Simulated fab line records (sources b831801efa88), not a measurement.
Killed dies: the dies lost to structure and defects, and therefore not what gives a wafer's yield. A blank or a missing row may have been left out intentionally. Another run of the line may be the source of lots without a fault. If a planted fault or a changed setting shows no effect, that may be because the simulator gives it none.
Which tool did it? ; flow gf180mcu ; 24 lots, 72 wafers sampled, at 1 step of a route of 602

WHAT THE GAUGES SHOWED, per wafer
GF_V4_OVL_MEAS_15. Usual: V4_OVL -4 nm, standard deviation 5.1.
lot;measured;on;V4_OVL (nm);flag
L074;day 24 13:23;overlay-02;-5 -1 -5;
L075;day 24 15:53;overlay-02;-4 0 -3;
L076;day 24 23:41;overlay-02;-7 -10 -9;
L077;day 25 08:18;overlay-02;-4 7 4;
L078;day 25 17:32;overlay-01;-3 -1 -3;
L079;day 25 23:16;overlay-01;2 -6 -4;
L080;day 26 12:29;overlay-01;-1 -3 -8;
L081;day 26 19:42;overlay-02;0 7 2;
L082;day 27 01:41;overlay-02;1 5 0;
L083;day 27 20:11;overlay-02;3 -2 -7;
L084;day 28 02:32;overlay-01;-8 -10 -6;
L085;day 28 07:13;overlay-02;-4 -7 -18;
L086;day 28 16:11;overlay-02;-2 -3 -5;
L087;day 28 20:38;overlay-01;-12 -11 -1;
L088;day 28 21:17;overlay-01;5 -6 -7;
L089;day 29 09:46;overlay-01;-6 9 3;
L090;day 29 19:50;overlay-01;-11 -8 -10;
L091;day 29 20:12;overlay-01;-6 1 -8;
L092;day 30 01:23;overlay-02;-5 -10 -9;
L093;day 30 07:05;overlay-01;-6 -3 -5;
L094;day 30 12:26;overlay-01;-3 -5 -14;
L095;day 30 19:11;overlay-02;-8 -9 -10;
L096;day 31 00:14;overlay-01;2 0 -2;
L097;day 31 10:05;overlay-02;2 -1 -9;

TOOL THAT RAN EACH LOT (tool first, then ch and the chambers of the sampled wafers, then the start)
The record holds no process step before these readings.

AS READ BY THE TOOLS THEMSELVES (means over the sampled wafers that have a number; for cases with no such wafer, the mark the record gives instead)
The record holds no such reading with a usual standard deviation.

THE ANSWER, worked out from the rows above alone
Rule: take the mean of a lot's wafers that have a number; if it is more than 3 standard deviations from the usual mean, the lot is off. Also off: a lot with no number at a reading for which 4 or more lots have one. Where the step has rows for the other lots, those lots are counted as sound. After the gauges, taken in route order, come the tools' own readings; for these a lot's mean is taken, as printed above. The first step at which some lot is off is used, and at that step the reading that is off furthest; a lot without a number counts as furthest.
Across all readings shown, no lot is off: no conclusion can be drawn from this.

WHAT THE SIMULATOR HAD PUT IN
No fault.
